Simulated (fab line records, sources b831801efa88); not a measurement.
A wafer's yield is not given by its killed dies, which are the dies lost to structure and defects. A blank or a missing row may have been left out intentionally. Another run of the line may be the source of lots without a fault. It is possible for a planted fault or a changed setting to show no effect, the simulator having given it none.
Matching of chambers || flow sky130 || SKY_LI_CONTACT_CMP_02 on cmp-01: 4 sister chambers
The step polishes PSG. 18 wafers are shown with their chamber, then 9 later ones without.

## EACH WAFER AND ITS CHAMBER
{"wafer": "L429.3", "chamber": 0, "motor current A (A)": 12.3, "slurry filter dp kPa (kPa)": 13.44, "time to endpoint s (s)": 29}
{"wafer": "L429.5", "chamber": 1, "motor current A (A)": 11.9, "slurry filter dp kPa (kPa)": 13.58, "time to endpoint s (s)": 29}
{"wafer": "L429.6", "chamber": 0, "motor current A (A)": 11.7, "slurry filter dp kPa (kPa)": 13.48, "time to endpoint s (s)": 23}
{"wafer": "L432.1", "chamber": 2, "motor current A (A)": 12.5, "slurry filter dp kPa (kPa)": 13.38, "time to endpoint s (s)": 32}
{"wafer": "L432.5", "chamber": 2, "motor current A (A)": 12.0, "slurry filter dp kPa (kPa)": 13.20, "time to endpoint s (s)": 28}
{"wafer": "L432.6", "chamber": 3, "motor current A (A)": 16.5, "slurry filter dp kPa (kPa)": 13.53, "time to endpoint s (s)": 30}
{"wafer": "L433.1", "chamber": 2, "motor current A (A)": 11.7, "slurry filter dp kPa (kPa)": 13.67, "time to endpoint s (s)": 39}
{"wafer": "L433.3", "chamber": 3, "motor current A (A)": 15.6, "slurry filter dp kPa (kPa)": 13.74, "time to endpoint s (s)": 42}
{"wafer": "L433.5", "chamber": 1, "motor current A (A)": 11.4, "slurry filter dp kPa (kPa)": 13.49, "time to endpoint s (s)": 42}
{"wafer": "L434.1", "chamber": 3, "motor current A (A)": 16.2, "slurry filter dp kPa (kPa)": 13.50, "time to endpoint s (s)": 40}
{"wafer": "L434.2", "chamber": 2, "motor current A (A)": 11.4, "slurry filter dp kPa (kPa)": 13.29, "time to endpoint s (s)": 41}
{"wafer": "L434.3", "chamber": 0, "motor current A (A)": 11.6, "slurry filter dp kPa (kPa)": 13.44, "time to endpoint s (s)": 39}
{"wafer": "L443.1", "chamber": 3, "motor current A (A)": 15.8, "slurry filter dp kPa (kPa)": 13.43, "time to endpoint s (s)": 36}
{"wafer": "L443.2", "chamber": 2, "motor current A (A)": 12.1, "slurry filter dp kPa (kPa)": 13.60, "time to endpoint s (s)": 31}
{"wafer": "L443.6", "chamber": 1, "motor current A (A)": 12.4, "slurry filter dp kPa (kPa)": 13.53, "time to endpoint s (s)": 29}
{"wafer": "L445.1", "chamber": 2, "motor current A (A)": 12.1, "slurry filter dp kPa (kPa)": 13.57, "time to endpoint s (s)": 33}
{"wafer": "L445.2", "chamber": 1, "motor current A (A)": 11.6, "slurry filter dp kPa (kPa)": 13.65, "time to endpoint s (s)": 30}
{"wafer": "L445.6", "chamber": 2, "motor current A (A)": 11.6, "slurry filter dp kPa (kPa)": 13.59, "time to endpoint s (s)": 33}

SIGNATURES (means of the wafers above)
{"reading": "motor current A", "chamber 0": 11.867, "chamber 1": 11.825, "chamber 2": 11.914, "chamber 3": 16.025, "scatter within a chamber": 0.394}
{"reading": "slurry filter dp kPa", "chamber 0": 13.4533, "chamber 1": 13.5625, "chamber 2": 13.4714, "chamber 3": 13.5500, "scatter within a chamber": 0.137}
{"reading": "time to endpoint s", "chamber 0": 30.33, "chamber 1": 32.50, "chamber 2": 33.86, "chamber 3": 37.00, "scatter within a chamber": 5.74}
Rule: a wafer's distance from a chamber is the root of the sum, over the readings, of the square of ((its reading less the chamber's mean) divided by the reading's scatter). If the next closest chamber is less than 2 further off than the closest, the wafer can't be placed; otherwise it belongs to the closest. The scatter is the square root of a quotient: the sum, over the shown wafers, of each reading's squared deviation from its chamber's mean, divided by wafers minus chambers.

## WAFERS WITHOUT THEIR CHAMBER
{"wafer": "L448.3", "motor current A (A)": 12.3, "slurry filter dp kPa (kPa)": 13.34, "time to endpoint s (s)": 26}
{"wafer": "L448.5", "motor current A (A)": 11.9, "slurry filter dp kPa (kPa)": 13.38, "time to endpoint s (s)": 26}
{"wafer": "L448.6", "motor current A (A)": 11.4, "slurry filter dp kPa (kPa)": 13.59, "time to endpoint s (s)": 25}
{"wafer": "L449.3", "motor current A (A)": 16.4, "slurry filter dp kPa (kPa)": 13.75, "time to endpoint s (s)": 33}
{"wafer": "L449.4", "motor current A (A)": 12.0, "slurry filter dp kPa (kPa)": 13.51, "time to endpoint s (s)": 26}
{"wafer": "L449.5", "motor current A (A)": 12.1, "slurry filter dp kPa (kPa)": 13.26, "time to endpoint s (s)": 28}
{"wafer": "L450.2", "motor current A (A)": 15.9, "slurry filter dp kPa (kPa)": 13.64, "time to endpoint s (s)": 34}
{"wafer": "L450.3", "motor current A (A)": 12.0, "slurry filter dp kPa (kPa)": 13.04, "time to endpoint s (s)": 31}
{"wafer": "L450.4", "motor current A (A)": 11.7, "slurry filter dp kPa (kPa)": 13.30, "time to endpoint s (s)": 30}

## EACH ONE'S CHAMBER
{"wafer": "L448.3", "from the rows above": "can't be placed: 0 or 2 or 1", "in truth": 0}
{"wafer": "L448.5", "from the rows above": "can't be placed: 0 or 2 or 1", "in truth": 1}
{"wafer": "L448.6", "from the rows above": "can't be placed: 1 or 0 or 2", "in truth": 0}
{"wafer": "L449.3", "from the rows above": 3, "in truth": 3}
{"wafer": "L449.4", "from the rows above": "can't be placed: 0 or 1 or 2", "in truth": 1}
{"wafer": "L449.5", "from the rows above": "can't be placed: 0 or 2 or 1", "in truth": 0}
{"wafer": "L450.2", "from the rows above": 3, "in truth": 3}
{"wafer": "L450.3", "from the rows above": "can't be placed: 0 or 2 or 1", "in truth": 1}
{"wafer": "L450.4", "from the rows above": "can't be placed: 0 or 2 or 1", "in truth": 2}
Correctly placed: 2 of 9. Can't be placed from these rows: 7 (the true chamber is among the candidates in 7). Number placed wrongly: 0.
